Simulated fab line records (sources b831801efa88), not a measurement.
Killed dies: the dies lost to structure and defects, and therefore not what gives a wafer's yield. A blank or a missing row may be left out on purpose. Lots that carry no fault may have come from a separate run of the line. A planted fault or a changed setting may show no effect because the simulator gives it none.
fab line records	flow gf180mcu
[record] lots = 7	wafers = 21	last-day = 34
route steps=602 shown SAB@274 SALICIDE@278
lots with no fault: from the same line, run without faults
start-h: start of the lot's first displayed wafer, in hours after the record's first day	wait-h: hours since the lot's step before	" same as the row above	L1.1+2: a row that stands for several wafers	- no value, or no start was given	* or withheld: withheld	< > ~ a bound
route shown NAME@n: NAME is a module with steps in the file, n the number in the route of the first one	usual: the fault-free wafers' mean and standard deviation	same: alike in all rows	chamber/n: place in a boat	sites: per-site readings	_std_site: their standard deviation	_edge_site: inner sites' mean taken away from outer sites' mean	radius-mm: how far each site lies from the wafer's centre	mask NAME#n: copy n	behind: the tool/chamber that last shaped the wafer	hold: cause of the lot's hold/its duration in hours/its outcome	device: which transistor (n, p or np) failed to switch	end of line: tests of these same wafers at the route's end	a step without rows: its recipe alone	killed: the dies lost at the first sort to structure and to defects; this is not the yield of the wafer	map: dies across one wafer; x = killed, . = not, _ = none there
set.NAME: the setting the step ran with; set.NAME@STEP: the setting that earlier step ran with	model.NAME: the simulator's own value behind a step, which no gauge read
a table for each step, a row for each wafer; lots at some steps of the route
services: the hour from which a tool's chamber was out of use, counted from the record's first day as start-h (under 0 if before that day), plus the number of hours and why
[[steps]]
[step GF_SAB_OVL_MEAS_10]
[usual] SAB_OVL = 0.7/1.3
lot.wafer	tool	chamber	start-h	wait-h	SAB_OVL[nm]
L547.1	overlay-01	-	334.48	0.1	-1.0
L547.2	"	-	"	"	0.1
L547.3	"	-	"	"	-1.1
L549.1	overlay-02	-	357.78	0.1	-0.4
L549.3	"	-	"	"	1.4
L549.5	"	-	"	"	1.8
L551.2	overlay-01	-	372.43	0.1	0.3
L551.3	"	-	"	"	-0.4
L551.6	"	-	"	"	1.0
L552.3	overlay-02	-	381.84	0.1	1.5
L552.4	"	-	"	"	1.0
L552.6	"	-	"	"	0.5
L553.3	overlay-02	-	391.28	0.1	1.3
L553.4	"	-	"	"	0.0
L553.5	"	-	"	"	0.8
L569.1	overlay-02	-	527.88	0.1	-0.3
L569.2	"	-	"	"	1.2
L569.5	"	-	"	"	0.5
L570.3	overlay-01	-	536.98	0.1	1.4
L570.4	"	-	"	"	-0.5
L570.6	"	-	"	"	-0.5
[step GF_SAB_ETCH_11]
[recipe] chemistry = C4F8/O2/Ar	mask-material = NOVOLAK	target = SiO2	target-depth-nm = 55	source-w = 1500	bias-w = 1200	pressure-mtorr = 40	c4f8-flow-sccm = withheld	O2_flow_sccm = 6	Ar_flow_sccm = 300	time-s = 8.5
[usual] oes-product-au = 1.002/0.01
lot.wafer	tool	chamber	start-h	wait-h	oes-product-au	rf-hours-counter-h
L547.1	rie-diel-01	0	334.52	0.0	1.017	61
L547.2	"	2	"	"	0.998	67
L547.3	"	1	"	"	0.994	89
L549.1	rie-diel-01	2	357.81	0.0	0.990	67
L549.3	"	3	"	"	1.009	0
L549.5	"	3	"	"	1.010	-
L551.2	rie-diel-01	0	372.46	0.0	1.007	62
L551.3	"	3	"	"	1.026	1
L551.6	"	1	"	"	0.999	-
L552.3	rie-diel-01	0	381.86	0.0	1.017	62
L552.4	"	1	"	"	0.997	90
L552.6	"	1	"	"	0.997	-
L553.3	rie-diel-01	0	391.31	0.0	1.004	62
L553.4	"	2	"	"	0.993	69
L553.5	"	0	"	"	1.011	-
L569.1	rie-diel-01	1	527.91	0.0	0.981	0
L569.2	"	3	"	"	1.016	5
L569.5	"	1	"	"	0.988	-
L570.3	rie-diel-03	0	537.01	0.0	1.006	5
L570.4	"	1	"	"	1.015	70
L570.6	"	3	"	"	0.998	-
[step GF_SAB_WET_ETCH_12]
[recipe] chemistry = dHF	target-depth-nm = 22	dry = n2-spin	target = SiO2	temp-c = 25	dilution = 100:1	time-s = 440
[step GF_SAB_STRIP_13]
[recipe] chemistry = O2/N2	power-w = 1400	pressure-mtorr = 1500	platen-temp-c = 250	o2-flow-sccm = 3000	n2-flow-sccm = 300	overash-fraction = 0.5
[usual] drypump-motor-current-A = 5.5/0.36	heater-power-w = 332/25	oes-product-au = 0.710/0.0049	platen-temp-c = 250.03/0.16	strip-time-to-endpoint-s = 12.60/0.033
[same] overash-fraction = 0.5
lot.wafer	tool	chamber	start-h	wait-h	drypump-motor-current-A	heater-power-w	oes-product-au	platen-temp-c	rf-hours-counter-h	strip-time-to-endpoint-s
L547.1	plasma-asher-02	0	334.68	0.0	5.9	320	0.699	250.12	21	12.59
L547.2	"	1	"	"	6.0	366	0.709	250.26	21	12.53
L547.3	"	0	"	"	5.9	325	0.707	250.21	-	12.55
L549.1	plasma-asher-03	0	357.98	0.0	5.3	334	0.702	249.82	56	12.57
L549.3	"	0	"	"	5.3	329	0.708	249.72	-	12.55
L549.5	"	1	"	"	5.1	303	0.715	250.01	-	12.59
L551.2	plasma-asher-02	1	372.62	0.0	6.0	376	0.709	249.97	25	12.57
L551.3	"	1	"	"	6.0	360	0.714	249.85	-	12.56
L551.6	"	1	"	"	6.0	368	0.709	250.12	-	12.56
L552.3	plasma-asher-03	0	382.04	0.0	5.3	340	0.713	250.43	-	12.60
L552.4	"	1	"	"	5.1	317	0.712	250.29	-	12.58
L552.6	"	0	"	"	5.3	338	0.713	250.16	-	12.57
L553.3	plasma-asher-02	0	391.51	0.0	5.9	323	0.710	250.02	-	12.59
L553.4	"	1	"	"	6.0	368	0.706	250.06	-	12.60
L553.5	"	0	"	"	5.9	328	0.713	249.99	-	12.60
L569.1	plasma-asher-03	1	528.06	0.0	5.1	310	0.719	250.01	75	12.62
L569.2	"	0	"	"	5.2	341	0.718	250.09	75	12.64
L569.5	"	1	"	"	5.1	309	0.703	249.78	-	12.63
L570.3	plasma-asher-03	0	537.19	0.0	5.2	339	0.716	250.17	-	12.61
L570.4	"	1	"	"	5.1	303	0.706	250.00	-	12.59
L570.6	"	1	"	"	5.1	297	0.704	250.01	-	12.59
[step GF_SALICIDE_CLEAN_00]
[recipe] chemistry = SC1/SC2	mix = 1:4:20	temp-c = 70	time-s = 150
[step GF_SALICIDE_WET_ETCH_01]
[recipe] chemistry = dHF	target-depth-nm = 5	dry = ipa-marangoni	target = SiO2	temp-c = 25	dilution = 100:1	time-s = 100
[step GF_SALICIDE_SPUTTER_02]
[recipe] material = Co	target-thk-nm = 10	power-w = 1000	time-s = 20	chamber-pressure-pa = 0.4
[usual] throttle-valve-pct = 30.0/0.89
lot.wafer	tool	chamber	start-h	wait-h	throttle-valve-pct
L547.1	pvd-sputter-01	-	334.87	0.0	30.0
L547.2	"	-	"	"	30.3
L547.3	"	-	"	"	31.3
L549.1	pvd-sputter-02	-	358.16	0.0	30.1
L549.3	"	-	"	"	30.6
L549.5	"	-	"	"	30.1
L551.2	pvd-sputter-02	-	372.82	0.0	30.5
L551.3	"	-	"	"	29.8
L551.6	"	-	"	"	30.5
L552.3	pvd-sputter-02	-	382.21	0.0	30.7
L552.4	"	-	"	"	29.3
L552.6	"	-	"	"	30.4
L553.3	pvd-sputter-02	-	391.66	0.0	30.1
L553.4	"	-	"	"	30.6
L553.5	"	-	"	"	30.4
L569.1	pvd-sputter-04	-	528.25	0.0	30.6
L569.2	"	-	"	"	27.9
L569.5	"	-	"	"	28.8
L570.3	pvd-sputter-02	-	537.35	0.0	30.2
L570.4	"	-	"	"	30.8
L570.6	"	-	"	"	30.0
[step GF_SALICIDE_SPUTTER_03]
[recipe] material = TiN	target-thk-nm = 20	power-w = 6500	time-s = 16.7	chamber-pressure-pa = 0.4
[usual] throttle-valve-pct = 30.0/0.91
lot.wafer	tool	chamber	start-h	wait-h	throttle-valve-pct
L547.1	pvd-sputter-01	-	334.90	0.0	30.2
L547.2	"	-	"	"	30.5
L547.3	"	-	"	"	31.6
L549.1	pvd-sputter-02	-	358.19	0.0	30.2
L549.3	"	-	"	"	30.7
L549.5	"	-	"	"	30.0
L551.2	pvd-sputter-02	-	372.84	0.0	30.9
L551.3	"	-	"	"	30.1
L551.6	"	-	"	"	30.5
L552.3	pvd-sputter-02	-	382.24	0.0	30.7
L552.4	"	-	"	"	29.2
L552.6	"	-	"	"	30.2
L553.3	pvd-sputter-02	-	391.69	0.0	30.2
L553.4	"	-	"	"	30.5
L553.5	"	-	"	"	30.1
L569.1	pvd-sputter-04	-	528.28	0.0	30.6
L569.2	"	-	"	"	28.0
L569.5	"	-	"	"	28.8
L570.3	pvd-sputter-02	-	537.38	0.0	30.1
L570.4	"	-	"	"	30.9
L570.6	"	-	"	"	30.2
[step GF_SALICIDE_RS_MEAS_04]
[recipe] thk-meas-gauge = four-point-probe	reads = TiN_of_SALICIDE_SPUTTER_03+Co_of_SALICIDE_SPUTTER_02
[usual] SALICIDE_TIN_RS = 16.4/0.3
lot.wafer	tool	chamber	start-h	wait-h	SALICIDE_TIN_RS[ohm/sq]
L547.1	film-metro-04	-	334.92	0.0	16.2
L547.2	"	-	"	"	16.6
L547.3	"	-	"	"	16.2
L549.1	film-metro-01	-	358.25	0.0	16.3
L549.3	"	-	"	"	16.5
L549.5	"	-	"	"	16.6
L551.2	film-metro-01	-	372.89	0.0	16.5
L551.3	"	-	"	"	16.5
L551.6	"	-	"	"	16.7
L552.3	film-metro-04	-	382.31	0.1	16.6
L552.4	"	-	"	"	16.6
L552.6	"	-	"	"	16.3
L553.3	film-metro-03	-	391.76	0.1	16.5
L553.4	"	-	"	"	16.5
L553.5	"	-	"	"	16.5
L569.1	film-metro-04	-	528.30	0.0	16.1
L569.2	"	-	"	"	16.4
L569.5	"	-	"	"	16.1
L570.3	film-metro-04	-	537.44	0.1	15.9
L570.4	"	-	"	"	16.1
L570.6	"	-	"	"	16.0
[step GF_SALICIDE_THK_MEAS_05]
[recipe] thk-meas-gauge = xrf	reads = TiN_of_SALICIDE_SPUTTER_03
[usual] SALICIDE_TIN_THK = 19.95/0.29
lot.wafer	tool	chamber	start-h	wait-h	SALICIDE_TIN_THK[nm]
L547.1	film-metro-04	-	335.04	0.1	20.06
L547.2	"	-	"	"	19.88
L547.3	"	-	"	"	19.78
L549.1	film-metro-01	-	358.37	0.1	20.40
L549.3	"	-	"	"	19.90
L549.5	"	-	"	"	20.38
L551.2	film-metro-01	-	373.00	0.1	20.00
L551.3	"	-	"	"	20.52
L551.6	"	-	"	"	19.93
L552.3	film-metro-04	-	382.41	0.1	19.41
L552.4	"	-	"	"	19.35
L552.6	"	-	"	"	20.23
L553.3	film-metro-03	-	391.86	0.1	20.45
L553.4	"	-	"	"	19.82
L553.5	"	-	"	"	20.60
L569.1	film-metro-04	-	528.42	0.1	19.80
L569.2	"	-	"	"	19.93
L569.5	"	-	"	"	19.94
L570.3	film-metro-04	-	537.54	0.1	20.55
L570.4	"	-	"	"	19.99
L570.6	"	-	"	"	20.31
[step GF_SALICIDE_RTA_06]
[recipe] temp-c = 530	time-s = 30	ambient = N2
[usual] anneal-temp-c-max = 532.3/0.45	chamber-o2-ppm = 2.000/0.023	lamp-power-pct = 6.2/0.42	wafer_temp_C_max = 533.0/0.75
lot.wafer	tool	chamber	start-h	wait-h	anneal-temp-c-max	chamber-o2-ppm	lamp-power-pct	wafer_temp_C_max
L547.1	rtp-anneal-02	0	335.10	0.1	532.1	1.974	5.8	531.9
L547.2	"	0	"	"	532.3	1.985	5.8	532.1
L547.3	"	0	"	"	531.8	1.981	5.8	532.1
L549.1	rtp-anneal-01	0	358.43	0.1	532.0	1.985	6.6	532.8
L549.3	"	0	"	"	531.9	2.032	6.6	533.4
L549.5	"	0	"	"	532.1	1.986	6.7	534.4
L551.2	rtp-anneal-02	0	373.07	0.1	532.3	1.997	5.8	532.6
L551.3	"	0	"	"	532.8	1.980	5.8	532.6
L551.6	"	0	"	"	532.1	2.001	5.8	532.0
L552.3	rtp-anneal-01	0	382.48	0.1	532.0	2.007	6.6	533.5
L552.4	"	0	"	"	532.6	1.982	6.6	534.6
L552.6	"	0	"	"	532.1	1.993	6.6	533.4
L553.3	rtp-anneal-02	0	391.93	0.1	532.1	2.006	5.8	532.5
L553.4	"	0	"	"	533.0	2.027	5.8	532.4
L553.5	"	0	"	"	531.5	1.991	5.8	531.9
L569.1	rtp-anneal-01	0	528.48	0.1	532.2	1.942	6.6	533.5
L569.2	"	0	"	"	532.0	1.995	6.6	533.3
L569.5	"	0	"	"	532.4	2.029	6.6	533.4
L570.3	rtp-anneal-01	0	537.65	0.1	531.8	1.990	6.6	533.2
L570.4	"	0	"	"	531.5	2.004	6.6	533.2
L570.6	"	0	"	"	532.9	1.981	6.6	533.0
[step GF_SALICIDE_WET_ETCH_07]
[recipe] chemistry = SPM	target-depth-nm = 120	dry = n2-spin
[step GF_SALICIDE_RTA_08]
[recipe] temp-c = 800	time-s = 30	ambient = N2
[usual] anneal-temp-c-max = 803.4/0.62	chamber-o2-ppm = 1.997/0.021	lamp-power-pct = 17.2/1.1	wafer_temp_C_max = 804.5/1
lot.wafer	tool	chamber	start-h	wait-h	anneal-temp-c-max	chamber-o2-ppm	lamp-power-pct	wafer_temp_C_max
L547.1	rtp-anneal-01	0	335.30	0.0	802.8	2.024	18.4	806.7
L547.2	"	0	"	"	803.1	2.012	18.4	805.9
L547.3	"	0	"	"	803.4	2.020	18.5	804.7
L549.1	rtp-anneal-02	0	358.63	0.0	803.7	2.011	16.2	803.9
L549.3	"	0	"	"	803.7	2.003	16.1	803.3
L549.5	"	0	"	"	803.2	1.996	16.2	804.0
L551.2	rtp-anneal-01	-	373.26	0.0	-	-	-	-
L551.3	"	-	"	"	-	-	-	-
L551.6	"	-	"	"	-	-	-	-
L552.3	rtp-anneal-02	-	382.68	0.0	-	-	-	-
L552.4	"	-	"	"	-	-	-	-
L552.6	"	-	"	"	-	-	-	-
L553.3	rtp-anneal-02	-	392.13	0.0	-	-	-	-
L553.4	"	-	"	"	-	-	-	-
L553.5	"	-	"	"	-	-	-	-
L569.1	rtp-anneal-02	0	528.68	0.0	804.2	2.007	16.1	804.1
L569.2	"	0	"	"	803.2	1.976	16.1	804.0
L569.5	"	0	"	"	804.1	1.944	16.2	803.2
L570.3	rtp-anneal-02	0	537.92	0.0	804.0	2.018	16.1	802.6
L570.4	"	0	"	"	803.0	2.038	16.1	803.8
L570.6	"	0	"	"	804.1	2.027	16.1	803.0
[[services]]
tool	chamber	start-h	hours	kind
plasma-asher-02	-	314.92	15.1	repair
pvd-sputter-04	-	328.84	0.7	repair
rie-diel-01	3	332.51	-	clean
rie-diel-01	3	332.51	18.1	scheduled-down
rie-diel-01	3	332.51	18.1	vent-cycle
rie-diel-01	-	343.76	2.8	pm
rie-diel-03	0	344.47	-	clean
rie-diel-03	0	344.47	16.6	scheduled-down
rie-diel-03	0	344.47	16.6	vent-cycle
pvd-sputter-04	-	359.44	5.6	repair
pvd-sputter-01	-	391.17	5.6	repair
rie-diel-03	1	405.60	11.7	repair
pvd-sputter-01	-	416.75	0.9	repair
rie-diel-01	2	432.60	2.0	repair
plasma-asher-02	-	435.81	10.1	repair
rie-diel-01	1	496.87	-	clean
rie-diel-01	1	496.87	26.5	scheduled-down
rie-diel-01	1	496.87	26.5	vent-cycle
rie-diel-03	3	512.57	17.7	repair
pvd-sputter-01	-	513.31	0.9	repair
rie-diel-01	-	518.11	0.9	repair
pvd-sputter-02	-	533.84	2.0	repair
[[key]]
[first-sign] step = GF_SALICIDE_RTA_08	reading = tool-record	direction = missing
effect none on later readings
met-at GF_SALICIDE_RTA_08
struck-wafers L551.2,L551.3,L551.6,L552.3,L552.4,L552.6,L553.3,L553.4,L553.5
later-rows-left-out L551.2,L551.3,L551.6,L552.3,L552.4,L552.6,L553.3,L553.4,L553.5
sort-left-out L551.2,L551.3,L551.6,L552.3,L552.4,L552.6,L553.3,L553.4,L553.5
tester-left-out L551,L552,L553
onset-between 358.63 373.26
[fault] kind = skipped-step-whole	tool = rtp-anneal-01,rtp-anneal-02	chamber = -	onset-h = 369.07	steps = GF_SALICIDE_RTA_08	scope = struck-lots-only
// tester-left-out: of these lots the tester's yield and bins aren't shown, on N5 and GAA mostly nor the transistor test; their killed dies are dies lost to structure and defects alone, not to doping, threshold or leakage, so they don't give the yield
// sort-left-out: the simulated sort isn't trusted on such a fault, so these wafers' sort isn't shown, and their yield isn't known
// later-rows-left-out: the simulator's readings of these wafers behind a module that went badly wrong aren't trusted and aren't shown, but for the sort
